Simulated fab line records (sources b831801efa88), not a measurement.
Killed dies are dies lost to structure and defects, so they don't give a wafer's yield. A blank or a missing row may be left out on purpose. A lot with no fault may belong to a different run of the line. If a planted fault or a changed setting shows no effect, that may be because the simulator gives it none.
The tool behind it: which one?	flow sky130	15 lots, 43 wafers sampled, at 1 step of a route of 708

## WHAT EACH GAUGE READ, for each wafer
SKY_NWELL_OVL_MEAS_23.
lot	measured	on	NWELL_01_OVL (nm)
L755	day 5 06:18	overlay-02	-0.1 0.5 -0.3
L756	day 5 13:18	overlay-01	1.2 2.3 3.2
L757	day 5 21:38	overlay-02	0.0 0.1 0.8
L758	day 6 06:52	overlay-01	2.2 2.2
L759	day 6 09:44	overlay-01	1.1 2.5 0.6
L762	day 6 23:36	overlay-02	-0.9 -2.1
L768	day 8 16:17	overlay-01	-0.3 1.7 1.3
L769	day 8 22:09	overlay-02	-0.1 1.0 0.7
L772	day 9 13:46	overlay-01	-0.1 2.7 -0.3
L773	day 10 01:07	overlay-02	2.0 2.7 1.6
L774	day 10 08:27	overlay-02	-1.5 0.8 2.5
L775	day 10 13:50	overlay-02	0.1 1.7 0.1
L776	day 10 16:24	overlay-02	3.1 1.9 0.4
L777	day 10 20:32	overlay-01	1.3 -0.8 0.3
L778	day 11 03:02	overlay-01	-0.4 -0.4 -1.1

## WHAT TOOL EACH LOT RAN ON (gives the tool, then ch and the chambers of the sampled wafers, and finally the start)
Before these readings, the record contains no process step.

## WHAT THE TOOLS THEMSELVES READ (means of the sampled wafers that have a number; where no wafer has one, the mark that the record gives instead)
The record holds no such reading with a usual standard deviation.

## THE ANSWER, worked out from the rows above alone
Rule: the lots themselves supply what counts as usual. The widest of any qualifying gaps counts: lots, ordered by their means at a reading, are off when they make up no more than a third of the lots, leave a main group of 4 or more, and stand apart from it by 3 or more times the standard deviation of that group's means. Not used: any main group whose means are identical at the precision the tables above print for the reading. Also off: a lot with no number at a reading for which 4 or more lots have one. Any other lot the step has rows for is counted as sound. First the gauges in route order, then the tools' own readings, where a lot's mean is used as printed above. The first step at which some lot is off is used, and at that step the reading that is off furthest; a lot without a number counts as furthest.
Nothing can be told from this: no lot is off at any reading shown.

## WHAT HAD BEEN PUT IN BY THE SIMULATOR
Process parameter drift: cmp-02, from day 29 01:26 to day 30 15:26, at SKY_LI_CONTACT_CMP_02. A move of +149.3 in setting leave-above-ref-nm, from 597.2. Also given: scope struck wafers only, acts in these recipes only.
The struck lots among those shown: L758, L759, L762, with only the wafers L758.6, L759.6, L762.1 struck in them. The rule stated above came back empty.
